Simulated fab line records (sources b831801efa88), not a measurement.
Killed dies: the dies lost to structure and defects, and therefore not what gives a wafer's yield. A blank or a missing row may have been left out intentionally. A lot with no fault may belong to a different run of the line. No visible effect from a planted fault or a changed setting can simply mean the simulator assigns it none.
Which tool did it?    flow gf180mcu    12 lots with 36 wafers sampled at 7 steps, on a route of 602 steps

WHAT EACH GAUGE READ, for each wafer
GF_VT_IMPLANT_OVL_MEAS_18.
lot   measured      on          VT_IMPLANT_01_OVL (nm)
L396  day 6 15:14   overlay-01  -1.4 -0.9 -1.0
L397  day 6 19:21   overlay-02  1.1 1.4 1.7
L400  day 7 13:14   overlay-01  0.2 0.2 0.2
L401  day 7 18:09   overlay-02  1.8 0.2 1.6
L402  day 8 01:41   overlay-01  - - -
L403  day 8 09:50   overlay-01  - - -
L405  day 8 22:21   overlay-01  0.5 0.5 1.3
L412  day 10 20:31  overlay-01  0.7 2.3 -0.6
L414  day 11 06:27  overlay-02  3.1 2.9 3.6
L415  day 11 14:59  overlay-02  0.4 1.8 2.1
L416  day 11 19:49  overlay-02  2.6 3.5 2.7
L418  day 12 08:03  overlay-02  1.8 1.5 1.2

GF_VT_IMPLANT_TW_MEAS_32.
lot   measured      on             VT_IMPLANT_3_TW
L396  day 7 07:38   film_metro-01  266.7 266.8 268.2
L397  day 7 10:58   film_metro-01  265.1 266.1 266.5
L400  day 8 05:55   film_metro-01  266.3 268.0 265.6
L401  day 8 11:13   film_metro-04  267.0 268.6 267.6
L402  day 8 18:11   film_metro-04  1215.2 1209.4 1221.2
L403  day 9 02:26   film_metro-03  1213.4 1210.8 1203.4
L405  day 9 15:14   film_metro-01  265.6 265.9 265.6
L412  day 11 15:41  film_metro-04  265.3 263.9 263.1
L414  day 12 01:32  film_metro-01  263.9 262.6 264.2
L415  day 12 10:21  film_metro-04  266.1 263.9 266.5
L416  day 12 15:28  film_metro-04  265.0 265.2 267.0
L418  day 13 03:10  film_metro-04  267.3 266.7 267.5

GF_VT_IMPLANT_TW_MEAS_43.
lot   measured      on             VT_IMPLANT_4_TW
L396  day 8 00:08   film_metro-03  689 687 695
L397  day 8 03:27   film_metro-01  682 683 681
L400  day 8 22:22   film_metro-03  693 689 692
L401  day 9 03:12   film_metro-03  683 690 686
L402  day 9 11:29   film_metro-04  1271 1275 1277
L403  day 9 19:20   film_metro-03  1273 1271 1276
L405  day 10 09:14  film_metro-01  680 680 681
L412  day 12 10:32  film_metro-01  676 675 682
L414  day 12 21:02  film_metro-03  686 685 687
L415  day 13 06:11  film_metro-03  683 686 686
L416  day 13 11:29  film_metro-03  686 688 689
L418  day 13 23:48  film_metro-04  690 687 685

GF_NSD_TW_MEAS_12.
lot   measured      on             NSD_TW
L396  day 13 22:12  film_metro-01  4165 4197 4176
L397  day 14 08:40  film_metro-04  4220 4210 4217
L400  day 15 00:15  film_metro-03  4256 4232 4260
L401  day 15 05:02  film_metro-04  4205 4216 4200
L405  day 16 19:51  film_metro-04  4217 4233 4206
L412  day 19 09:45  film_metro-04  4232 4234 4229
L414  day 19 22:26  film_metro-03  4286 4251 4281
L415  day 20 04:18  film_metro-01  4217 4232 4221
L416  day 20 12:16  film_metro-04  4228 4222 4229
L418  day 21 04:26  film_metro-01  4240 4227 4246

WHAT TOOL EACH LOT RAN ON (gives the tool, then ch and the chambers of the sampled wafers, and finally the start)
lot   GF_VT_IMPLANT_COAT_13              GF_POLY_GATE_ETCH_13              GF_NSD_STRIP_11
L396  litho_track-02 ch 0, day 6 07:50   rie_si-01 ch 1,2,3, day 9 17:29   plasma_asher-04 ch 0,1, day 13 22:06
L397  litho_track-01 ch 0, day 6 11:41   rie_si-02 ch 0,1,2, day 10 01:42  plasma_asher-04 ch 0,1, day 14 08:33
L400  litho_track-01 ch 0, day 7 05:23   rie_si-02 ch 0,1,2, day 10 14:47  plasma_asher-03 ch 0,1, day 15 00:09
L401  litho_track-04 ch 0, day 7 10:02   rie_si-02 ch 1,3, day 10 19:44    plasma_asher-03 ch 0, day 15 04:55
L402  litho_track-01, day 7 17:18        -                                 -
L403  litho_track-02, day 8 01:05        -                                 -
L405  litho_track-02 ch 0, day 8 14:11   rie_si-01 ch 1,2, day 12 05:07    plasma_asher-02 ch 0, day 16 19:45
L412  litho_track-01 ch 0, day 10 11:12  rie_si-02 ch 0,2,3, day 14 09:31  plasma_asher-04 ch 0,1, day 19 09:39
L414  litho_track-02 ch 0, day 10 21:16  rie_si-02 ch 0,1,3, day 14 20:37  plasma_asher-02 ch 0,1, day 19 22:19
L415  litho_track-02 ch 0, day 11 05:14  rie_si-01 ch 0,2,3, day 15 05:08  plasma_asher-04 ch 0,1, day 20 04:12
L416  litho_track-04 ch 0, day 11 10:14  rie_si-01 ch 0,2,3, day 15 11:27  plasma_asher-02 ch 0,1, day 20 12:09
L418  litho_track-01 ch 0, day 11 22:00  rie_si-02 ch 1,2,3, day 16 01:03  plasma_asher-03 ch 0,1, day 21 04:21
- GF_VT_IMPLANT_COAT_13: resist thk 1000 nm.
- GF_POLY_GATE_ETCH_13: etches poly-Si in HBr/Cl2, stops on SiO2, target depth 198.5 nm, time 69.6 s.
- GF_NSD_STRIP_11: strips in O2/N2.

WHAT THE TOOLS THEMSELVES READ (means of the sampled wafers that have a number; where no wafer has one, the mark that the record gives instead)
GF_VT_IMPLANT_COAT_13.
lot   tool            chill_plate_temp_C (C)  dispense_pressure_kPa (kPa)
L396  litho_track-02  23.05                   49.0
L397  litho_track-01  22.99                   51.6
L400  litho_track-01  22.94                   51.6
L401  litho_track-04  23.03                   50.6
L402  litho_track-01  -                       -
L403  litho_track-02  -                       -
L405  litho_track-02  23.03                   49.0
L412  litho_track-01  23.08                   51.6
L414  litho_track-02  23.01                   49.0
L415  litho_track-02  23.01                   49.0
L416  litho_track-04  22.97                   50.6
L418  litho_track-01  23.01                   51.5

GF_POLY_GATE_ETCH_13.
lot   tool       drypump_motor_current_A (A)  oes_product_au (a.u.)  throttle_valve_pct (%)
L396  rie_si-01  5.6                          0.994                  33.681
L397  rie_si-02  6.0                          0.994                  33.689
L400  rie_si-02  6.0                          0.991                  33.689
L401  rie_si-02  6.0                          0.989                  33.686
L405  rie_si-01  5.4                          0.992                  33.684
L412  rie_si-02  6.1                          0.987                  33.683
L414  rie_si-02  5.7                          0.986                  33.691
L415  rie_si-01  5.7                          0.988                  33.679
L416  rie_si-01  5.7                          0.990                  33.686
L418  rie_si-02  6.2                          0.989                  33.681

GF_NSD_STRIP_11.
lot   tool             drypump_motor_current_A (A)  heater_power_w (W)  oes_product_au (a.u.)  strip_time_to_endpoint_s (s)
L396  plasma_asher-04  5.8                          337                 0.482                  22.923
L397  plasma_asher-04  5.8                          342                 0.486                  22.960
L400  plasma_asher-03  5.5                          337                 0.484                  22.929
L401  plasma_asher-03  5.9                          327                 0.485                  22.932
L405  plasma_asher-02  5.8                          363                 0.486                  22.963
L412  plasma_asher-04  5.8                          346                 0.487                  22.953
L414  plasma_asher-02  6.4                          335                 0.483                  22.976
L415  plasma_asher-04  5.8                          334                 0.485                  22.987
L416  plasma_asher-02  6.4                          333                 0.494                  22.976
L418  plasma_asher-03  5.0                          346                 0.485                  22.983

THE ANSWER, worked out from the rows above alone
Rule: what is usual is taken from the lots themselves. Put in order of their means at a reading, lots are off if they are a third of the lots or fewer, leave a main group of 4 or more, and stand apart from it by a gap of 3 or more times the standard deviation of the main group's means; of several such gaps the widest counts. Not used: any main group whose means are identical at the precision the tables above print for the reading. A lot without any number at a reading at which 4 lots or more have one is off too. All remaining lots with rows at the step are treated as sound. First the gauges in route order, then the tools' own readings, where a lot's mean is used as printed above. The first step at which some lot is off is used, and at that step the reading that is off furthest; a lot without a number counts as furthest.
Off: at GF_VT_IMPLANT_OVL_MEAS_18 (VT_IMPLANT_01_OVL), L402, L403. Without a number there: L402, L403. The main group has a mean of 1.2 nm with a standard deviation of 1.2.
A tool fits if, at a process step before that reading, it ran every lot that is off, and no sound lot after the first of them. The gauges at GF_VT_IMPLANT_OVL_MEAS_18 aren't tried: what is off there is off at GF_VT_IMPLANT_TW_MEAS_32 too, on other tools, and a gauge's error can't cause that. None of those tried fits.

WHAT THE SIMULATOR HAD PUT IN
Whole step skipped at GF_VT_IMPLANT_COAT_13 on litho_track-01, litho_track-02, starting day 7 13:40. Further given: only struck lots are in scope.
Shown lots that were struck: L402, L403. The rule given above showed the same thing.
